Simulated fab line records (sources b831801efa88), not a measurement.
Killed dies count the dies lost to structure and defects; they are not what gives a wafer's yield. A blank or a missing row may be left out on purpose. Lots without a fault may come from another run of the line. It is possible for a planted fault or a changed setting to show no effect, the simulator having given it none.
Code-filled problem report in 8D (eight disciplines) form + flow sky130 + the parts of the form that need people (team, actions taken, sign-off) are left out

== 1. WHAT IS WRONG ==
Wafers without a fault read 9.997e+12, standard deviation 1e+10; dose ions cm2 at SKY_LDD_P_IMPLANT_09 reads a mean of 1.039e+13 on 6 wafers belonging to 2 lots. That is +40 standard deviations from the usual mean.
The first sign was on wafer L472.1 at day 26 01:10, on implanter-01. The record has a number at this step for 18 wafers belonging to 6 lots. The rule behind "out" and "out of limits": a value lying over 4 standard deviations away from the usual mean. All remaining wafers that have a number are taken as sound.

== 2. WHAT IT IS, AND WHAT IT ISN'T ==
| question                    | is                     | is not                       |
|-----------------------------|------------------------|------------------------------|
| which readings at this step | dose ions cm2          | -                            |
| which lots                  | L472, L473             | L456, L458, L459, L466       |
| which wafers of those lots  | all that have a number | -                            |
| read on which tools         | implanter-01           | implanter-02, implanter-04   |
| when                        | from day 26 01:10      | up to then (12 sound wafers) |

== 3. THE SUSPECTS, EACH WITH WHAT RULES IT OUT ==
Counting: any tool at a process step up to the reading is kept as a suspect provided that every lot that is out went through it and no sound lot did after the first of them.
- plasma asher-03 at SKY_LDD_N_STRIP_16 (strips in O2/N2): kept. It processed each lot that is out, first L472 at day 24 18:50, and no sound lot thereafter; up to then, the last sound lot it processed was L456 at day 19 08:20.
- implanter-01 at SKY_LDD_P_IMPLANT_09: kept. It processed each lot that is out, first L472 at day 26 01:10, and no sound lot thereafter; up to then, the last sound lot it processed was L456 at day 20 15:36. Out on those wafers are its own readings of dose ions cm2.
Remaining after the count are plasma asher-03 at SKY_LDD_N_STRIP_16 and implanter-01 at SKY_LDD_P_IMPLANT_09.

== 4. THE CAUSE (what the simulator had put in) ==
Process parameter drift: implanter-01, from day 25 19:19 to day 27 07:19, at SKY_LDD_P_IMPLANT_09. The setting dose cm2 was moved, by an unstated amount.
2 suspects survive the count, and this tool is in that group.

== 5. THE EFFECT CHAIN, in route order ==
Each row: a reading where the mean over the struck wafers with a number is more than 3 standard deviations away from the usual. Only readings whose record carries a usual standard deviation are examined. hours: median over the lots of the time between each lot's start at the first step of this table that gives one and its start at this step. sigmas: the change, counted in usual standard deviations.
| hours | step                 | reading       | usual     | on struck wafers | change     | sigmas |
|-------|----------------------|---------------|-----------|------------------|------------|--------|
| 0     | SKY_LDD_P_IMPLANT_09 | dose ions cm2 | 9.997e+12 | 1.039e+13        | +3.960e+11 | +40    |
Its process steps:
- SKY_LDD_P_IMPLANT_09

== 6. WHAT WOULD HAVE CAUGHT IT SOONER ==
In this record no reading fell out of limits until day 26 01:10, 6 hours after the fault had begun at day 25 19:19.
